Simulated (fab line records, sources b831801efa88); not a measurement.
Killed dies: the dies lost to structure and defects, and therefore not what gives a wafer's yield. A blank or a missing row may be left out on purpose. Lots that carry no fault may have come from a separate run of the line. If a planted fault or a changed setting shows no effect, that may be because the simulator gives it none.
A struck lot beside a sound one    flow sky130    14 out of 708 route steps
Sound: these wafers, L588.4, L588.5, L588.6. Wafers struck: L599.3, L599.4, L599.6. The cause is given at the end.
Each step with rows lists, per side, the tool, then ch with its chambers, then its first start. Under that, the readings that differ: sound wafers    struck wafers    difference of the means    sigmas: that difference in standard deviations of wafers without a fault.
alike: same words and numbers on both sides, and readings whose means sit less than 2 such deviations apart. not compared: any withheld reading, any reading some wafer has no value for, any bound like >300 that may hide the same value, and any number with overlapping values for which the record gives no deviation.
Wherever a step has rows on one side only, a row that says differs or no value, or a row with sigmas, the two part there. Numbers that don't overlap but have no deviation are shown without sigmas and don't part them. A reading that every wafer of one side lacks parts them only if that side has two wafers or more.

SKY_RES_PROTECT_STRIP_07: strips in O2/N2.
  sound on plasma_asher-01 ch 0,1, day 14 16:46; struck on plasma_asher-04 ch 0,1, day 19 04:11
reading                      sound        struck       difference  sigmas
drypump_motor_current_A (A)  6.1 6.1 5.9  4.9 5.5 4.9  -0.9        -2
  alike: oes_product_au, strip_time_to_endpoint_s
  not compared: rf_hours_counter_h
SKY_RES_PROTECT_TW_MEAS_08:
  sound: film_metro-02 at day 14 16:52; struck: film_metro-02 at day 19 04:17
  alike: POLY_GATE_TW
then, 2 steps without rows for these wafers: SKY_RES_PROTECT_CLEAN_09 (cleans in SC1/SC2, time 150 s); SKY_POLY_GATE_CVD_03 (deposits Si3N4 from DCS/NH3, target thk 75 nm, time 1290 s).
SKY_POLY_GATE_THK_MEAS_04:
  sound: film_metro-03 at day 14 20:07; struck: film_metro-04 at day 19 06:21
  alike: POLY_GATE_CVD_03_THK
then, 7 steps without rows for these wafers: SKY_POLY_GATE_DEHYDRATE_05 (time 60 s); SKY_POLY_GATE_HMDS_06 (prime time 60 s); SKY_POLY_GATE_COAT_07 (resist thk 110 nm); SKY_POLY_GATE_COAT_08 (resist thk 450 nm); SKY_POLY_GATE_SOFTBAKE_09 (time 90 s); SKY_POLY_GATE_EXPOSE_10 (exposes mask P1M, target cd 150 nm); SKY_POLY_GATE_PEB_11.
SKY_POLY_GATE_DEVELOP_12: develop time 60 s.
  struck on litho_track-03, day 20 13:00; sound on litho_track-01 ch 0, day 15 23:00
  no value came back on the struck wafers for chill_plate_temp_C (C), develop_time_s (s); on the sound wafers chill_plate_temp_C (C) reads 23.05 22.86 22.94
reading                                           sound              struck             difference  sigmas
model.KrF-thick_of_POLY_GATE_COAT_08.thk_nm (nm)  435.3 434.4 434.5  449.7 449.3 451.5  +15.4       
SKY_POLY_GATE_CD_MEAS_13: target cd 150 nm.
  sound: cd_sem-01 at day 16 00:02; struck: cd_sem-02 at day 20 13:34
reading     sound              struck  difference                     sigmas
cd_nm (nm)  152.0 151.3 151.1  - - -   no value on the struck wafers  

== WHERE THEY PART ==
Earliest at SKY_RES_PROTECT_STRIP_07; latest, in this record, at SKY_POLY_GATE_CD_MEAS_13.

WHY: what had been put in by the simulator
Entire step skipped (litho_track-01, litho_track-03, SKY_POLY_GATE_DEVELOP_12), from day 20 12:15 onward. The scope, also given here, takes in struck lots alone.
